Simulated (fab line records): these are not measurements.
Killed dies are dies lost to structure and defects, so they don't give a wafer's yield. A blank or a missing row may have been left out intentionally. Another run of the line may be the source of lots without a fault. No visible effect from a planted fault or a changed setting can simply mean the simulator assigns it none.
Matching of chambers    flow gf180mcu    GF_V2_ETCH_16 on rie diel-03 has 4 sister chambers
The step etches BARC in N2/H2. 20 wafers are shown with their chamber, then 10 later ones without.

== WAFERS WITH THEIR CHAMBER ==
wafer   chamber  drypump motor current A (A)  oes product au (a.u.)  throttle valve pct (%)
L074.1  3        5.5                          0.849                  13.215
L074.2  2        6.2                          0.853                  13.221
L074.4  0        6.4                          0.853                  13.233
L077.2  0        6.4                          0.854                  13.218
L077.3  2        6.2                          0.853                  13.235
L077.4  3        5.6                          0.845                  13.234
L079.1  1        5.7                          0.853                  13.215
L079.2  0        6.4                          0.857                  13.240
L079.3  3        5.5                          0.849                  13.217
L079.4  2        6.2                          0.853                  13.223
L079.5  3        5.6                          0.857                  13.218
L079.6  2        6.2                          0.855                  13.222
L083.1  3        5.5                          0.854                  13.220
L083.5  3        5.5                          0.851                  13.225
L083.6  0        6.4                          0.851                  13.234
L085.1  1        5.7                          0.853                  13.236
L085.2  0        6.4                          0.857                  13.230
L085.6  1        5.8                          0.861                  13.213
L086.3  2        6.2                          0.860                  13.213
L086.4  1        5.7                          0.860                  13.218

SIGNATURES (means of the wafers above)
reading                  chamber 0  chamber 1  chamber 2  chamber 3  scatter within a chamber
drypump motor current A  6.400      5.725      6.200      5.533      0.0361
oes product au           0.85440    0.85675    0.85480    0.85083    0.00362
throttle valve pct       13.23100   13.22050   13.22280   13.22150   0.00826
Rule: a wafer's distance from a chamber is the root of the sum, over the readings, of the square of ((its reading less the chamber's mean) divided by the reading's scatter). The wafer belongs to the nearest chamber; if the next one is less than 2 further off, it can't be placed. How the scatter is found: for the shown wafers, subtract from each reading the mean of its chamber, square and add these, divide the total by (wafers less chambers), then take the root.

== WAFERS WITHOUT THEIR CHAMBER ==
wafer   drypump motor current A (A)  oes product au (a.u.)  throttle valve pct (%)
L086.6  5.5                          0.851                  13.239
L088.2  5.7                          0.855                  13.246
L088.4  6.4                          0.853                  13.219
L088.6  6.4                          0.857                  13.214
L092.1  6.4                          0.848                  13.231
L092.2  6.2                          0.848                  13.218
L092.5  5.5                          0.849                  13.227
L093.2  6.2                          0.854                  13.235
L093.4  5.8                          0.848                  13.231
L093.6  5.5                          0.856                  13.231

== CHAMBER TAKEN BY EACH ==
wafer   from the rows above  in truth
L086.6  3                    3
L088.2  1                    1
L088.4  0                    0
L088.6  0                    0
L092.1  0                    0
L092.2  2                    2
L092.5  3                    3
L093.2  2                    2
L093.4  1                    1
L093.6  3                    3
Placed correctly: 10 of 10. Not placeable from these rows: 0. 0 placed wrongly.
